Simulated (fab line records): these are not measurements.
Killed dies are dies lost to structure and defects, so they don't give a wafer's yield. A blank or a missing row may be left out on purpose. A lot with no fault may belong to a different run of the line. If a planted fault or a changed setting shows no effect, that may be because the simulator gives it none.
Chamber matching	flow gf180mcu	3 sister chambers for GF_V1_CVD_02 on pecvd-04
The step deposits SiO2 from TEOS, target thk 850 nm, time 94.851 s. 6 wafers are shown with their chamber, then 9 later ones without.

WAFERS WITH THEIR CHAMBER
wafer	chamber	heater-power-w (W)	susceptor-temp-C (C)
L087.1	2	702	400.20
L087.3	1	496	399.65
L087.5	0	602	400.10
L090.3	2	575	400.02
L090.4	1	504	400.24
L090.6	0	518	399.92

WAFERS WITH NO CHAMBER GIVEN
wafer	heater-power-w (W)	susceptor-temp-C (C)
L093.2	501	399.88
L093.3	672	399.76
L093.5	719	400.18
L095.1	526	400.06
L095.2	645	399.60
L095.3	502	399.90
L097.2	713	400.18
L097.3	622	400.01
L097.4	647	399.95

THE CHAMBER EACH PASSED THROUGH
wafer	from the rows above	in truth
L093.2	can't be placed: 1 or 0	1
L093.3	can't be placed: 2 or 0 or 1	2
L093.5	can't be placed: 2 or 0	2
L095.1	can't be placed: 0 or 1 or 2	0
L095.2	can't be placed: 2 or 0 or 1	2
L095.3	can't be placed: 1 or 0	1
L097.2	can't be placed: 2 or 0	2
L097.3	can't be placed: 2 or 0 or 1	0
L097.4	can't be placed: 2 or 0 or 1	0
0 of 9 placed correctly. Unplaceable from these rows: 9, with the true chamber sitting among the candidates in 9. Wrongly placed: 0.
How it was worked out, from the rows above alone: a wafer's distance from a chamber is the root of the sum, over the readings, of the square of ((its reading less the chamber's mean) divided by the reading's scatter). If the next closest chamber is less than 2 further off than the closest, the wafer can't be placed; otherwise it belongs to the closest. For every chamber, the mean is computed from those of its wafers that are shown. The scatter: take each reading less its chamber's mean, square it, sum over the shown wafers, divide by the number of wafers less the number of chambers, and take the root.
